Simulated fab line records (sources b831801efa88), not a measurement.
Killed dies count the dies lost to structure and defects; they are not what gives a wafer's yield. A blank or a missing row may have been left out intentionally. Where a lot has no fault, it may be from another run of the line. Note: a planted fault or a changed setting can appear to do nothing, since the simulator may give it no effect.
Check for tools in common -- flow sky130 -- Sample size 12 lots and 36 wafers

== REASON IT WAS OPENED ==
Of 12 lots, 2 have the reading LDD_HVP_TW flagged at SKY_LDD_HVP_TW_MEAS_10. Wafers without a fault read 457.1, standard deviation 2.3.
Rule: flag the lot when none of its wafers has a number, or when each of its wafers that has one lies beyond 4 standard deviations from that mean. All remaining lots are regarded as sound.

lot,measured,on,"LDD_HVP_TW, wafer by wafer",flag
L767,day 21 19:26,filmMetro-02,456.9 456.9 454.9,
L768,day 22 08:26,filmMetro-03,454.8 457.6 456.6,
L770,day 23 03:34,filmMetro-02,457.9 460.1 458.9,
L771,day 23 18:17,filmMetro-03,453.8 459.2 455.9,
L772,day 24 11:27,filmMetro-02,456.3 457.1 454.0,
L774,day 24 15:08,filmMetro-02,453.1 456.0 453.9,
L778,day 26 15:11,filmMetro-01,455.8 457.5 457.8,
L779,day 26 19:03,filmMetro-03,434.9 435.3 435.1,FLAGGED
L780,day 26 19:13,filmMetro-01,441.8 439.3 442.1,FLAGGED
L781,day 26 22:47,filmMetro-01,456.3 456.6 458.5,
L788,day 29 12:09,filmMetro-03,458.9 454.7 458.2,
L789,day 29 17:06,filmMetro-01,455.1 457.3 456.0,
The mean of the flagged lots' numbers is 438.1, -19.0 from the usual (-8 standard deviations).

== WHICH TOOL EACH LOT WENT THROUGH ==
The record keeps 1 process step preceding the reading, out of 708 steps on the route. Read each cell as the tool, then ch plus the chambers that the sampled wafers visited, then the start.
lot,flag,SKY_LDD_HVP_IMPLANT_08
L767,,"implanter-04 ch 0, day 21 19:11"
L768,,"implanter-02 ch 0, day 22 08:11"
L770,,"implanter-02 ch 0, day 23 03:20"
L771,,"implanter-01 ch 0, day 23 18:02"
L772,,"implanter-02 ch 0, day 24 11:13"
L774,,"implanter-04 ch 0, day 24 14:53"
L778,,"implanter-02 ch 0, day 26 14:56"
L779,FLAGGED,"implanter-04 ch 0, day 26 18:48"
L780,FLAGGED,"implanter-04 ch 0, day 26 18:59"
L781,,"implanter-02 ch 0, day 26 22:32"
L788,,"implanter-01 ch 0, day 29 11:55"
L789,,"implanter-04 ch 0, day 29 16:52"
What the steps here do:
- SKY_LDD_HVP_IMPLANT_08
- SKY_LDD_HVP_TW_MEAS_10

== FLAGGED AGAINST TOTAL, ONE TOOL AT A TIME (gauges that did the reading follow at the end) ==
step,tool,lots run,flagged,share of the flagged lots,sound lots run after its first flagged lot
SKY_LDD_HVP_IMPLANT_08,implanter-01,2,0,none,-
SKY_LDD_HVP_IMPLANT_08,implanter-02,5,0,none,-
SKY_LDD_HVP_IMPLANT_08,implanter-04,5,2,all,1 (L789)
SKY_LDD_HVP_TW_MEAS_10,filmMetro-01,4,1,some,"2 (L781,L789)"
SKY_LDD_HVP_TW_MEAS_10,filmMetro-02,4,0,none,-
SKY_LDD_HVP_TW_MEAS_10,filmMetro-03,4,1,some,1 (L788)

== WHAT THE TABLE PERMITS ==
1 row of the table ran every flagged lot: implanter-04 at SKY_LDD_HVP_IMPLANT_08.
- implanter-04 at SKY_LDD_HVP_IMPLANT_08 ran 5 lots, 2 of them flagged. After the first flagged lot (L789), sound lots still ran on it; a lasting fault on the whole tool would not permit that. Its own readings (doseIonsCm2, faradayCurrentUA) fall more than 4 standard deviations out on all wafers of the flagged lots.
None of the table's rows ran every flagged lot and, after the first, no sound lot.

== WHAT HAD BEEN PUT IN BY THE SIMULATOR ==
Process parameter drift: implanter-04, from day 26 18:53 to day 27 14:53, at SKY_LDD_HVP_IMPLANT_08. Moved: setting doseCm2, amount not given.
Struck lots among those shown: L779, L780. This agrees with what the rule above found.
